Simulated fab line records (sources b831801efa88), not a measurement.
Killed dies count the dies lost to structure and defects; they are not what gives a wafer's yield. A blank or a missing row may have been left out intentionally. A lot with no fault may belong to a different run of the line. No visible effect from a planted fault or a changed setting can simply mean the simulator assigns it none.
Matching of chambers + flow sky130 + SKY_VIA2_ETCH_14 on rie diel-01: 4 sister chambers
The step etches BARC in N2/H2, stops on SiO2, time 45.9 s, target depth 60 nm. 4 wafers are shown with their chamber, then 12 later ones without.

== WAFERS, EACH WITH ITS CHAMBER ==
| wafer  | chamber | drypump motor current A (A) |
|--------|---------|-----------------------------|
| L086.2 | 3       | 5.8                         |
| L088.6 | 2       | 5.6                         |
| L089.1 | 1       | 5.6                         |
| L089.4 | 0       | 6.0                         |

== WAFERS WITH NO CHAMBER GIVEN ==
| wafer  | drypump motor current A (A) |
|--------|-----------------------------|
| L091.2 | 5.6                         |
| L091.3 | 5.5                         |
| L091.6 | 6.0                         |
| L093.3 | 5.6                         |
| L093.4 | 5.6                         |
| L093.6 | 5.6                         |
| L095.3 | 6.0                         |
| L095.4 | 5.6                         |
| L095.6 | 5.6                         |
| L096.2 | 6.0                         |
| L096.5 | 5.5                         |
| L096.6 | 5.6                         |

== EACH ONE'S CHAMBER ==
| wafer  | from the rows above     | in truth |
|--------|-------------------------|----------|
| L091.2 | can't be placed: 1 or 2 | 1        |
| L091.3 | can't be placed: 1 or 2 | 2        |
| L091.6 | 0                       | 0        |
| L093.3 | can't be placed: 1 or 2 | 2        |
| L093.4 | can't be placed: 1 or 2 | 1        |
| L093.6 | can't be placed: 1 or 2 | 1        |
| L095.3 | 0                       | 0        |
| L095.4 | can't be placed: 1 or 2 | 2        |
| L095.6 | can't be placed: 1 or 2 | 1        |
| L096.2 | 0                       | 0        |
| L096.5 | can't be placed: 1 or 2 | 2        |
| L096.6 | can't be placed: 1 or 2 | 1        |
3 of 12 placed correctly. Can't be placed from these rows: 9 (the true chamber is among the candidates in 9). Number placed wrongly: 0.
How it was worked out, from the rows above alone: a wafer's distance from a chamber is the root of the sum, over the readings, of the square of ((its reading less the chamber's mean) divided by the reading's scatter). The wafer belongs to the nearest chamber; if the next one is less than 2 further off, it can't be placed. For every chamber, the mean is computed from those of its wafers that are shown. The scatter (one wafer shown for each chamber): square how far every hidden wafer sits from the nearest shown wafer, average those squares and take the square root.
